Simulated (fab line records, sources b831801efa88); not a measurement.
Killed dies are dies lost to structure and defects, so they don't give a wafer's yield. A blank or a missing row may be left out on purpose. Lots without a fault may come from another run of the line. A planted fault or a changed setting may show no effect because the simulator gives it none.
A struck lot beside a sound one | flow sky130 | 36 steps out of a route of 708
Sound: wafers L418.1, L418.2, L418.6. Struck: wafer L411.1. (L411.2 of the same lot was not struck and is left out.) The cause comes at the end.
At each step with rows: each side's tool, then ch and its chambers, then its first start. Under that, the readings that differ: sound wafers | struck wafers | difference of the means | sigmas: that difference in standard deviations of wafers without a fault.
alike: readings whose means differ by less than 2 such deviations, and words and numbers that are the same on both sides. not compared: withheld readings, readings that some wafer has no value for, bounds like >300 that may hide the same value, and numbers for which the record gives no deviation and whose values overlap.
The two part at a step that has a row with sigmas, a row that says differs or no value, or rows on one side only. Numbers that don't overlap but have no deviation are shown without sigmas and don't part them. A reading that every wafer of one side lacks parts them only if that side has two wafers or more.

first, 9 steps without rows for these wafers: SKY_LOCAL_INTERCONNECT_PEB_09; SKY_LOCAL_INTERCONNECT_DEVELOP_10 (develop time 60 s); SKY_LOCAL_INTERCONNECT_ETCH_13 (etches BARC in N2/H2, stops on SiO2, time 45.9 s, target depth 60 nm); SKY_LOCAL_INTERCONNECT_METAL_ETCH_14 (etches TiN in Cl2/BCl3, stops on PSG, target depth 110 nm, time 31.4 s); SKY_LOCAL_INTERCONNECT_STRIP_15 (strips in O2/N2); SKY_LOCAL_INTERCONNECT_STRIP_16 (strips in post etch residue remover, time 1200 s); SKY_LOCAL_INTERCONNECT_CLEAN_17 (cleans in IPA, time 180 s); SKY_LOCAL_INTERCONNECT_CLEAN_18 (cleans in O3/DIW); SKY_CONTACT_CVD_00 (deposits Si3N4, target thk 75 nm).
SKY_CONTACT_HDPCVD_02: deposits SiO2, target thk 565 nm, time 94.2 s.
  sound on hdpcvd-01 ch 0,1,2, day 37 17:35; struck on hdpcvd-02 ch 2, day 35 19:12
  reading                                     | sound             | struck | difference | sigmas
  model.SiO2_of_CONTACT_HDPCVD_02.thk_nm (nm) | 561.5 561.9 566.5 | 256.1  | -307.2     |
SKY_CONTACT_THK_MEAS_03:
  sound on film_metro-04, day 37 17:39; struck on film_metro-04, day 35 19:29
  reading                 | sound       | struck | difference | sigmas
  CONTACT_HDPCVD_THK (nm) | 561 562 566 | 256    | -307       | -34
  not compared: hold
SKY_CONTACT_CMP_04: polishes SiO2.
  sound on cmp-01 ch 0,1, day 37 17:43; struck on cmp-01 ch 0, day 35 22:36
  reading                | sound    | struck                   | difference                   | sigmas
  hold                   | - - -    | await_dispo/2.9h/release | no value on the sound wafers |
  time_to_endpoint_s (s) | 74 85 86 | 38                       | -44                          | -8
  alike: edge_zone_pressure_frac, motor_current_A
SKY_CONTACT_BOW_MEAS_05:
  sound on film_metro-03, day 37 18:01; struck on film_metro-01, day 35 23:40
  not compared: hold, CONTACT_BOW
then, 8 steps without rows for these wafers: SKY_CONTACT_HMDS_07 (prime time 60 s); SKY_CONTACT_COAT_08 (resist thk 60 nm); SKY_CONTACT_COAT_09 (resist thk 450 nm); SKY_CONTACT_SOFTBAKE_10 (time 90 s); SKY_CONTACT_EXPOSE_11 (exposes mask CTM1, target cd 170 nm); SKY_CONTACT_PEB_12; SKY_CONTACT_DEVELOP_13 (develop time 60 s); SKY_CONTACT_ETCH_16 (etches BARC in N2/H2, stops on SiO2, time 45.9 s, target depth 60 nm).
SKY_CONTACT_ETCH_17: etches SiO2 in C4F8/O2/Ar, stops on Si3N4, target depth 340 nm.
  sound on rie_diel-01 ch 0,1,2, day 38 19:46; struck on rie_diel-01 ch 3, day 36 22:16
  reading                             | sound             | struck | difference | sigmas
  oes_product_au (a.u.)               | 0.895 0.880 0.888 | 0.766  | -0.122     | -23
  model.CONTACT.feature_depth_nm (nm) | 336.8 339.2 339.1 | 256.1  | -82.3      |
  model.etch.depth_nm (nm)            | 336.8 339.2 339.1 | 256.1  | -82.3      |
  alike: rf_fwd_power_W
then, 12 steps without rows for these wafers: SKY_CONTACT_ETCH_18 (etches Si3N4 in CHF3/O2, stops on TiN, time 39 s, target depth 75 nm); SKY_CONTACT_STRIP_19 (strips in O2/N2); SKY_CONTACT_STRIP_20 (strips in post etch residue remover, time 1200 s); SKY_CONTACT_CLEAN_21 (cleans in IPA, time 180 s); SKY_CONTACT_CLEAN_22 (cleans in O3/DIW); SKY_CONTACT_SPUTTER_23 (material TiN, target thk 20 nm, time 80 s); SKY_CONTACT_CVD_24 (deposits W, target thk 340 nm, time 102.12 s); SKY_CONTACT_CMP_27 (polishes, stops on SiO2, t overpolish 15 s, target thk 0 nm); SKY_METAL1_SPUTTER_00 (material Ti, target thk 15 nm, time 10 s); SKY_METAL1_SPUTTER_01 (material TiN, target thk 20 nm, time 16.7 s); SKY_METAL1_SPUTTER_02 (material AlCu, target thk 250 nm, time 13.3 s); SKY_METAL1_SPUTTER_03 (material Ti, target thk 5 nm, time 3.3 s).
SKY_METAL1_METAL_ETCH_19: etches the open film in Cl2/BCl3, stops on SiO2, target depth 360 nm, time 78 s.
  sound on rie_metal-02 ch 0,1, day 39 22:31; struck on rie_metal-01 ch 0, day 38 02:11
  reading                                     | sound             | struck | difference | sigmas
  model.SiO2_of_CONTACT_HDPCVD_02.thk_nm (nm) | 322.2 324.9 324.8 | 242    | -82        |
  alike: drypump_motor_current_A, oes_product_au, rf_fwd_power_W, throttle_valve_pct
  not compared: rf_hours_counter_h
-- the record jumps here: 12 days lie between the struck wafers' starts before and after (it left off in module METAL1 and takes up again in module PAD_OPEN, whose first step shown is number 708 of the route) --
SKY_PAD_OPEN_PROBE_99:
  sound on prober-02, day 50 23:04; struck on prober-01, day 49 17:03
  reading                               | sound               | struck | difference | sigmas
  model.etest.met1_comb.leak_log10_a_um | -11.8 -11.96 -11.91 | -7.279 | +4.611     |
  not compared: hold

WHERE THEY PART
First at SKY_CONTACT_THK_MEAS_03; last, within this record, at SKY_CONTACT_ETCH_17. Later steps at which nothing parts them and some readings are alike: SKY_METAL1_METAL_ETCH_19.

WHY: what the simulator had put in
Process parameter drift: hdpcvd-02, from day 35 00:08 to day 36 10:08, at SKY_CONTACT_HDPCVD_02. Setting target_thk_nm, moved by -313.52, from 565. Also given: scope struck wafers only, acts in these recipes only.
